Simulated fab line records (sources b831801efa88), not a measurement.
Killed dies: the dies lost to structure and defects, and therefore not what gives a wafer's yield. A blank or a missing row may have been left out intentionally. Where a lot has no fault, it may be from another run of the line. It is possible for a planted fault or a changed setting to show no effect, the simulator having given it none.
Shared-tool check | flow gf180mcu | 39 wafers sampled across 13 lots

## WHY IT WAS OPENED
Of 13 lots, 2 have the reading VT_IMPLANT_2_TW flagged at GF_VT_IMPLANT_TW_MEAS_21. No-fault wafers: 1218, standard deviation 11.
Rule: a lot gets a flag if all its wafers with a number sit over 4 standard deviations from that mean, or if no wafer of it has a number. As for the other lots, they are considered sound.

lot  | measured     | on            | VT_IMPLANT_2_TW, wafer by wafer | flag
L816 | day 6 16:41  | film metro-04 | 1231 1224 1227                  |
L818 | day 6 21:04  | film metro-04 | 1227 1218 1223                  |
L819 | day 7 15:28  | film metro-02 | 1204 1211 1208                  |
L820 | day 7 18:54  | film metro-04 | 1225 1231 1226                  |
L823 | day 8 17:43  | film metro-04 | 1230 1225 1224                  |
L825 | day 9 02:29  | film metro-01 | 1226 1230 1232                  |
L826 | day 9 06:50  | film metro-02 | 1194 1198 1200                  |
L827 | day 9 13:10  | film metro-01 | 1290 1290 1286                  | FLAGGED
L828 | day 9 19:53  | film metro-02 | 1198 1200 1199                  |
L829 | day 10 05:30 | film metro-01 | 1286 1291 1293                  | FLAGGED
L830 | day 10 05:49 | film metro-02 | 1197 1201 1197                  |
L837 | day 12 00:59 | film metro-02 | 1219 1213 1224                  |
L838 | day 12 04:46 | film metro-01 | 1237 1235 1233                  |
On average the flagged lots' numbers are 1289, which is +71 against the usual, or +6 standard deviations.

## WHICH TOOL EACH LOT WENT THROUGH
The record holds 1 process step before the reading, out of a route of 602 steps. Every cell lists first the tool, next ch and the chambers used by the sampled wafers, and last the start.
lot  | flag    | GF_VT_IMPLANT_IMPLANT_19
L816 |         | implanter-01 ch 0, day 6 16:28
L818 |         | implanter-02 ch 0, day 6 20:49
L819 |         | implanter-02 ch 0, day 7 15:13
L820 |         | implanter-03 ch 0, day 7 18:39
L823 |         | implanter-03 ch 0, day 8 17:28
L825 |         | implanter-03 ch 0, day 9 02:14
L826 |         | implanter-03 ch 0, day 9 06:35
L827 | FLAGGED | implanter-03 ch 0, day 9 12:57
L828 |         | implanter-02 ch 0, day 9 19:40
L829 | FLAGGED | implanter-03 ch 0, day 10 05:15
L830 |         | implanter-02 ch 0, day 10 05:34
L837 |         | implanter-01 ch 0, day 12 00:46
L838 |         | implanter-02 ch 0, day 12 04:31
What is done by these steps:
- GF_VT_IMPLANT_IMPLANT_19
- GF_VT_IMPLANT_TW_MEAS_21

## FLAGGED OVER TOTAL, TOOL BY TOOL (the gauges that took the reading come last)
step                     | tool          | lots run | flagged | share of the flagged lots | sound lots run after its first flagged lot
GF_VT_IMPLANT_IMPLANT_19 | implanter-01  | 2        | 0       | none                      | -
GF_VT_IMPLANT_IMPLANT_19 | implanter-02  | 5        | 0       | none                      | -
GF_VT_IMPLANT_IMPLANT_19 | implanter-03  | 6        | 2       | all                       | 0
GF_VT_IMPLANT_TW_MEAS_21 | film metro-01 | 4        | 2       | all                       | 1 (L838)
GF_VT_IMPLANT_TW_MEAS_21 | film metro-02 | 5        | 0       | none                      | -
GF_VT_IMPLANT_TW_MEAS_21 | film metro-04 | 4        | 0       | none                      | -

## WHAT THE TABLE PERMITS
Every flagged lot went through 2 rows of the table: implanter-03 at GF_VT_IMPLANT_IMPLANT_19 and film metro-01 at GF_VT_IMPLANT_TW_MEAS_21.
- implanter-03 at GF_VT_IMPLANT_IMPLANT_19: 2 of its 6 lots flagged. A fault beginning between L826 (day 9 06:35), its last sound lot, and L827 (day 9 12:57), its first flagged one, fits the data. Its own readings lie more than 4 standard deviations out on every wafer of the flagged lots: beam energy keV.
- film metro-01 at GF_VT_IMPLANT_TW_MEAS_21: 2 of its 4 lots flagged. After the first flagged lot (L838), sound lots still ran on it; a lasting fault on the whole tool would not permit that.
Left over: one tool, implanter-03 at GF_VT_IMPLANT_IMPLANT_19.

## WHAT THE SIMULATOR HAD INSERTED
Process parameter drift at GF_VT_IMPLANT_IMPLANT_19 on implanter-03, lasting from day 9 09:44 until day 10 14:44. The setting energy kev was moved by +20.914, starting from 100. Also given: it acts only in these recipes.
Struck lots among those shown: L827, L829. The rule given above showed the same thing.
